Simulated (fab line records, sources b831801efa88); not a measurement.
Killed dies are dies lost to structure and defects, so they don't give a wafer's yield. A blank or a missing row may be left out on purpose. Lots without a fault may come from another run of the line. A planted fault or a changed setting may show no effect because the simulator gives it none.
A struck lot beside a sound one | flow sky130 | 17 steps out of a route of 708
Sound: wafers L319.2, L319.4, L319.6. Struck: wafers L313.2, L313.3, L313.4. The cause comes at the end.
At each step with rows: each side's tool, then ch and its chambers, then its first start. Under that, the readings that differ: sound wafers | struck wafers | difference of the means | sigmas: that difference in standard deviations of wafers without a fault.
alike: readings whose means differ by less than 2 such deviations, and words and numbers that are the same on both sides. not compared: withheld readings, readings that some wafer has no value for, bounds like >300 that may hide the same value, and numbers for which the record gives no deviation and whose values overlap.
The two part at a step that has a row with sigmas, a row that says differs or no value, or rows on one side only. Numbers that don't overlap but have no deviation are shown without sigmas and don't part them. A reading that every wafer of one side lacks parts them only if that side has two wafers or more.

SKY_LDD_P_OVL_MEAS_08:
  sound on overlay-01, day 26 02:45; struck on overlay-01, day 23 00:43
  alike: LDD_P_OVL
then, 1 step without rows for these wafers: SKY_LDD_P_IMPLANT_09.
SKY_LDD_P_STRIP_10: strips in O2/N2.
  sound on plasma_asher-02 ch 0,1, day 26 02:56; struck on plasma_asher-03 ch 0,1, day 23 00:53
  alike: drypump_motor_current_A, oes_product_au, strip_time_to_endpoint_s
  not compared: rf_hours_counter_h
SKY_LDD_P_TW_MEAS_11:
  sound on film_metro-02, day 26 03:02; struck on film_metro-04, day 23 01:00
  reading  | sound       | struck      | difference | sigmas
  LDD_P_TW | 632 631 633 | 642 642 638 | +9         | +3
then, 7 steps without rows for these wafers: SKY_LDD_HVN_DEHYDRATE_00 (time 60 s); SKY_LDD_HVN_HMDS_01 (prime time 60 s); SKY_LDD_HVN_COAT_02 (resist thk 300 nm); SKY_LDD_HVN_SOFTBAKE_03 (time 60 s); SKY_LDD_HVN_EXPOSE_04 (exposes mask HVNTM, target cd 700 nm); SKY_LDD_HVN_PEB_05; SKY_LDD_HVN_DEVELOP_06 (develop time 60 s).
SKY_LDD_HVN_OVL_MEAS_07:
  sound on overlay-01, day 27 08:20; struck on overlay-02, day 24 05:58
  alike: LDD_HVN_OVL
SKY_LDD_HVN_IMPLANT_08:
  sound on implanter-02 ch 0, day 27 08:23; struck on implanter-04 ch 0, day 24 06:01
  alike: beam_energy_keV
SKY_LDD_HVN_STRIP_09: strips in O2/N2.
  sound on plasma_asher-04 ch 1, day 27 08:31; struck on plasma_asher-04 ch 0,1, day 24 06:08
  alike: drypump_motor_current_A, oes_product_au, strip_time_to_endpoint_s
  not compared: rf_hours_counter_h
SKY_LDD_HVN_TW_MEAS_10:
  sound on film_metro-03, day 27 08:37; struck on film_metro-03, day 24 06:15
  reading    | sound          | struck         | difference | sigmas
  LDD_HVN_TW | 1415 1420 1424 | 1373 1366 1361 | -53        | -5
then, 1 step without rows for these wafers: SKY_LDD_HVP_DEHYDRATE_00 (time 60 s).
-- the record jumps here: 24 days lie between the struck wafers' starts before and after (it left off in module LDD_HVP and takes up again in module PAD_OPEN, whose first step shown is number 708 of the route) --
SKY_PAD_OPEN_PROBE_99:
  sound on prober-02, day 50 13:44; struck on prober-01, day 48 11:35
  reading                                        | sound                   | struck                  | difference | sigmas
  killed_short                                   | 45 43 43                | 34 27 33                | -12        | -2
  model.etest.tip_n_5v.rs_ohm_sq                 | 1374 1367 1361          | 1663 1658 1645          | +288       |
  model.etest.tip_n_5v.rs_ohm_sq_range           | 15.85 34.33 13.36       | 219.6 239 242.2         | +212.4     |
  model.etest.tip_n_5v.rs_ohm_sq_rim_less_centre | 7.009 -21.86 -3.305     | -102.6 -125 -117.4      | -108.9     |
  model.etest.nfet_g5v0d10v5.r_on_ohm_um         | 1888 1864 1857          | 1918 1912 1937          | +53        |
  model.etest.nfet_g5v0d10v5.vt_v_range          | 0.01442 0.01133 0.01175 | 0.02664 0.01907 0.01889 | +0.00903   |
  alike: killed_at_M0_to_M3, killed_at_M4_up, killed_at_contacts, killed_at_front_end, killed_at_other, killed_dies, killed_open
  not compared: model.etest.nfet_g5v0d10v5.vt_sat_v

WHERE THEY PART
First at SKY_LDD_P_TW_MEAS_11; last, within this record, at SKY_PAD_OPEN_PROBE_99.

WHY: what the simulator had put in
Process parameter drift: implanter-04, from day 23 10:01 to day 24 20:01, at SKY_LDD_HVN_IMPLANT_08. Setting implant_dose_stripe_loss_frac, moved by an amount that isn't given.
